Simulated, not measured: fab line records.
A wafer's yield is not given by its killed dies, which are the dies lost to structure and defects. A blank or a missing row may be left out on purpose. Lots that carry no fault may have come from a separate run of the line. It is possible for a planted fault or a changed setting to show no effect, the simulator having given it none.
8D (eight disciplines) problem report, filled in by code / flow sky130 / the parts of the form that need people (team, actions taken, sign-off) are left out

1. THE ISSUE
Across 6 wafers from 2 lots, SONOS_TUNNEL_TW at SKY_SONOS_TUNNEL_TW_MEAS_12 averages 174, while fault-free wafers read 197 with a standard deviation of 3.7. Relative to the usual mean, that is a shift of -6.2 standard deviations.
First seen on wafer L449.3, day 13 01:28, on filmMetro-03. The record has a number at this step for 36 wafers belonging to 12 lots. By rule, "out" or "out of limits" means more than 4 standard deviations away from the usual mean. The rest of the wafers with a number are treated as sound.

2. WHAT IT IS, WHAT IT ISN'T
question=which readings at this step | is=SONOS_TUNNEL_TW | is not=-
question=which lots | is=L449, L450 | is not=L445, L447, L458, L459, L460, L461, L462, L463, L464, L467
question=which wafers of those lots | is=all that have a number | is not=-
question=read on which gauges | is=filmMetro-03 | is not=filmMetro-01, filmMetro-02
question=when | is=from day 13 01:28 | is not=up to then (6 sound wafers); but 24 sound wafers of L458, L459, L460, L461, L462, L463, L464, L467 came after

3. SUSPECTS, AND WHAT RULES EACH OUT
Counting: any tool at a process step up to the reading is kept as a suspect provided that every lot that is out went through it and no sound lot did after the first of them.
- ruled out: the gauge at SKY_SONOS_TUNNEL_TW_MEAS_12. All the wafers that are out were read on filmMetro-03, but those of them that SKY_SONOS_TUNNEL_IMPLANT_09 has rows for are out there too, on other tools.
- implanter-03 at SKY_SONOS_TUNNEL_IMPLANT_09: ruled out as a lasting fault. After its first lot that is out, L449 (day 13 00:53), sound lots L463, L464 ran on it.
Left after counting: nothing in the record.

4. THE CAUSE (what the simulator had put in)
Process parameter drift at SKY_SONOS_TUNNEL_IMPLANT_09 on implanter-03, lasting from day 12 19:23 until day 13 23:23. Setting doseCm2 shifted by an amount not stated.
The count ruled it out by mistake, since the rule takes a fault to strike every lot its tool runs from the start of the fault on, and this one did not do so.

5. THE CHAIN OF EFFECTS, in route order
Each row: a reading whose mean over the struck wafers that have a number lies more than 3 standard deviations from the usual. Readings are gone through only where the record gives a usual standard deviation; hours: the median, over the lots, of the time from a lot's start at the first step in this table giving one to that lot's start at this step; sigmas: the change measured in usual standard deviations.
hours=0; step=SKY_SONOS_TUNNEL_IMPLANT_09; reading=doseIonsCm2; usual=9.999e+11; on struck wafers=5.946e+11; change=-4.053e+11; sigmas=-99 or more
hours=0; step=SKY_SONOS_TUNNEL_IMPLANT_09; reading=faradayCurrentUA; usual=5.65; on struck wafers=3.38; change=-2.27; sigmas=-19
hours=1; step=SKY_SONOS_TUNNEL_TW_MEAS_12; reading=SONOS_TUNNEL_TW; usual=197; on struck wafers=174; change=-23; sigmas=-6.2
Its process steps:
- SKY_SONOS_TUNNEL_IMPLANT_09

6. HOW IT WOULD HAVE BEEN CAUGHT EARLIER
Counted from the fault's start at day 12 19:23, it took 6 hours until the first out-of-limits reading at a measuring or inspecting step in this record, taken at day 13 01:28.
Tool's own readings at SKY_SONOS_TUNNEL_IMPLANT_09, doseIonsCm2, faradayCurrentUA: out on all struck wafers the step has rows for; an alarm limit on them would have tripped on the first.
